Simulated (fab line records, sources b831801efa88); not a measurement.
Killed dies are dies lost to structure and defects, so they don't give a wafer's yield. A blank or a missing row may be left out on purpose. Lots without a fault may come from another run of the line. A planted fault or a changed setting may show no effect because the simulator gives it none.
One fault seen from 2 desks | flow gf180mcu | each desk has only its own numbers; what lay behind them comes last

THE TOOL OWNER'S DESK: cmp-02
The tool's own readings at GF_V5_CMP_04 (polishes SiO2): means of the sampled wafers that have a number, for each lot that ran on this tool. A lot is out of limits, marked OUT, if its mean lies more than 4 standard deviations from the usual mean; the brackets give that distance.
Columns: A = motor_current_A at GF_V5_CMP_04, usual 12.6 A
lot  | first seen here | A
L943 | day 26 14:33    | 12.6
L944 | day 26 20:01    | 11.6
L946 | day 27 10:37    | 12.2
L948 | day 28 03:34    | 12.9
L953 | day 29 19:24    | 12.0
L954 | day 30 01:42    | 11.5
L963 | day 32 12:20    | 12.4
L965 | day 32 19:40    | 12.7
L966 | day 32 22:59    | 12.5
This desk's finding: nothing out of limits on any of the 9 lots.

THE METROLOGY DESK
What the gauges read, lot by lot, whatever tool the lot ran on: means of the sampled wafers that have a number. A lot is out of limits, marked OUT, if its mean lies more than 4 standard deviations from the usual mean; the brackets give that distance.
Columns: A = V4_BOW at GF_V4_BOW_MEAS_05, usual 132 um; B = V5_BOW at GF_V5_BOW_MEAS_05, usual 131 um
lot  | first seen here | A   | B
L943 | day 23 17:59    | 128 | 132
L944 | day 23 23:42    | 135 | 136
L945 | day 24 11:29    | 124 | 122
L946 | day 24 14:46    | 132 | 130
L948 | day 25 09:18    | 139 | 133
L953 | day 27 05:21    | 143 | 147
L954 | day 27 11:11    | 126 | 128
L956 | day 28 05:41    | 136 | 132
L960 | day 29 05:40    | 130 | 130
L961 | day 29 12:26    | 128 | 126
L962 | day 29 17:59    | 129 | 124
L963 | day 30 03:41    | 134 | 137
L965 | day 30 12:29    | 143 | 143
L966 | day 30 15:19    | 126 | 131
This desk's finding: nothing out of limits on any of the 14 lots.

PUT TOGETHER
The tool owner's desk saw nothing out of limits.
The metrology desk saw nothing out of limits.

WHAT THE SIMULATOR HAD PUT IN
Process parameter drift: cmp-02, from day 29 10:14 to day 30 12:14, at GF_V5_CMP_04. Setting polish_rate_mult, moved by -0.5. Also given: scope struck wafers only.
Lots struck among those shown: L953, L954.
